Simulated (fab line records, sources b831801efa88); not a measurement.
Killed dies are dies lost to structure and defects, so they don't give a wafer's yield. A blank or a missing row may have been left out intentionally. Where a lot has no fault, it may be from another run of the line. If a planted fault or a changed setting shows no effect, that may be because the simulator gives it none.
Chamber matching ; flow gf180mcu ; cmp-01 running GF_V4_CMP_04: 4 sister chambers
The step polishes SiO2. 4 wafers are shown with their chamber, then 12 later ones without.

## EACH WAFER AND ITS CHAMBER
wafer;chamber;motorCurrentA (A)
L089.6;2;13.6
L091.1;0;11.3
L091.4;1;11.9
L091.6;3;12.7

## WAFERS MISSING THEIR CHAMBER
wafer;motorCurrentA (A)
L092.1;11.8
L092.3;12.9
L092.6;12.2
L093.2;11.5
L093.5;13.7
L093.6;13.0
L094.2;12.3
L094.3;12.5
L094.6;13.8
L097.1;11.9
L097.3;11.7
L097.4;12.8

## THE CHAMBER EACH PASSED THROUGH
wafer;from the rows above;in truth
L092.1;can't be placed: 1 or 0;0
L092.3;3;3
L092.6;can't be placed: 1 or 3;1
L093.2;can't be placed: 0 or 1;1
L093.5;2;2
L093.6;can't be placed: 3 or 2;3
L094.2;can't be placed: 3 or 1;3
L094.3;can't be placed: 3 or 1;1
L094.6;2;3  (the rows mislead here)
L097.1;1;1
L097.3;can't be placed: 1 or 0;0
L097.4;3;3
4 of 12 placed correctly. From these rows, 7 cannot be placed; in 7 the true chamber is one of the candidates. Wrongly placed: 1.
How it was worked out, from the rows above alone: a wafer's distance from a chamber is the root of the sum, over the readings, of the square of ((its reading less the chamber's mean) divided by the reading's scatter). The wafer belongs to the nearest chamber; if the next one is less than 2 further off, it can't be placed. For every chamber, the mean is computed from those of its wafers that are shown. The scatter: root of mean squared gap, hidden wafer to nearest shown wafer, with one shown wafer a chamber.
